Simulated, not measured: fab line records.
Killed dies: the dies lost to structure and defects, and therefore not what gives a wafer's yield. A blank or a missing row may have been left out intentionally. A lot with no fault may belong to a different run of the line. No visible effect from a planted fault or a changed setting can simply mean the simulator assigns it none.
A struck lot beside a sound one | flow sky130 | 15 steps out of a route of 708
Sound: these wafers, L206.3, L206.4, L206.6. Struck: wafer L226.1. (L226.4, L226.6 of the same lot were not struck and are left out.) The cause comes at the end.
For every step that has rows: the tool of each side, followed by ch and its chambers, followed by its first start. Under that, the readings that differ: sound wafers | struck wafers | difference of the means | sigmas: that difference in standard deviations of wafers without a fault.
alike: words and numbers the same on both sides, and readings whose means are apart by under 2 such deviations; not compared: readings that were withheld, readings missing a value for some wafer, numbers with overlapping values and no deviation given by the record, and bounds like >300 which may hide the same value.
A row with sigmas, a row that says differs or no value, or rows on one side alone: a step with any of these is where the two part. Non-overlapping numbers with no deviation appear without sigmas and do not part them. A reading missing from all wafers of one side parts the sides only when that side holds two or more wafers.

SKY_VIA2_ETCH_14: etches BARC in N2/H2, stops on SiO2, time 45.9 s, target depth 60 nm.
  sound on rieDiel-01 ch 0,2, day 36 17:39; struck on rieDiel-01 ch 3, day 42 12:11
  alike: drypumpMotorCurrentA, oesProductAu, throttleValvePct
  not compared: rfHoursCounterH
then, 5 steps without rows for these wafers: SKY_VIA2_ETCH_15 (etches SiO2 in C4F8/O2/Ar, stops on TiN, target depth 546 nm, time 84 s); SKY_VIA2_STRIP_16 (strips in O2/N2); SKY_VIA2_STRIP_17 (strips in post etch residue remover, time 1200 s); SKY_VIA2_CLEAN_18 (cleans in IPA, time 180 s); SKY_VIA2_CLEAN_19 (cleans in O3/DIW).
SKY_VIA2_SPUTTER_20: material TiN, target thk 20 nm, time 80 s.
  sound: pvdSputter-04 at day 36 18:23; struck: pvdSputter-03 at day 42 12:53
  alike: cathodeDcPowerW, chamberPressurePa, throttleValvePct
SKY_VIA2_CVD_21: deposits W, target thk 420 nm, time 126.4 s.
  sound on cvdW-02 ch 0,1, day 36 18:29; struck on cvdW-02 ch 1, day 42 12:57
  alike: heaterPowerOuterW, heaterPowerW, susceptorTempC
SKY_VIA2_RS_MEAS_22: uses a four-point probe to measure.
  sound: filmMetro-03 at day 36 18:37; struck: filmMetro-03 at day 42 13:05
  alike: VIA2_W_RS
SKY_VIA2_THK_MEAS_23: measures by xrf.
  sound: filmMetro-03 at day 36 18:43; struck: filmMetro-03 at day 42 13:12
  alike: VIA2_W_THK
then, 1 step without rows for these wafers: SKY_VIA2_CMP_24 (polishes, stops on SiO2, t overpolish 20 s, target thk 0 nm).
SKY_METAL3_SPUTTER_00: material Ti, target thk 15 nm, time 10 s.
  sound: pvdSputter-02 at day 36 19:03; struck: pvdSputter-01 at day 42 13:34
  alike: cathodeDcPowerW, chamberPressurePa, throttleValvePct
SKY_METAL3_SPUTTER_01: material TiN, target thk 20 nm, time 16.7 s.
  sound: pvdSputter-02 at day 36 19:04; struck: pvdSputter-01 at day 42 13:35
reading                                   | sound                | struck | difference | sigmas
cathodeDcPowerW (W)                       | 6499.0 6500.6 6499.3 | 7528.9 | +1029.3    | +99 or more
model.TiN_of_METAL3_SPUTTER_01.thkNm (nm) | 19.71 19.42 19.67    | 23.17  | +3.57      | 
  alike: chamberPressurePa, throttleValvePct
SKY_METAL3_SPUTTER_02: material AlCu, target thk 735 nm, time 39.1 s.
  sound: pvdSputter-02 at day 36 19:06; struck: pvdSputter-01 at day 42 13:37
  alike: cathodeDcPowerW, chamberPressurePa, throttleValvePct
-- the record jumps here: 8 days lie between the struck wafers' starts before and after (it left off in module METAL3 and takes up again in module PAD_OPEN, whose first step shown is number 708 of the route) --
SKY_PAD_OPEN_PROBE_99:
  sound: prober-02 at day 46 06:11; struck: prober-01 at day 50 15:07
reading               | sound       | struck | difference | sigmas
killedShort           | 44 49 41    | 27     | -18        | -3
sort_bin_6_memory (%) | 4.9 6.7 7.3 | 3.3    | -3.0       | -2
  alike: defectLimitedYield, killed_at_M0_to_M3, killed_at_M4_up, killedAtContacts, killedAtFrontEnd, killedAtOther, killedDies, killedOpen, sort_bin_3_pad_short, sort_bin_5_function, sortNPass, sortYieldPct

WHERE THEY PART
Earliest at SKY_METAL3_SPUTTER_01; latest, in this record, at SKY_PAD_OPEN_PROBE_99.

WHY: whatever the simulator had introduced
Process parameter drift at SKY_METAL3_SPUTTER_01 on pvdSputter-01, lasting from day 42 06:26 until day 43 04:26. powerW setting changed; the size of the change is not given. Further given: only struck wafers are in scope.
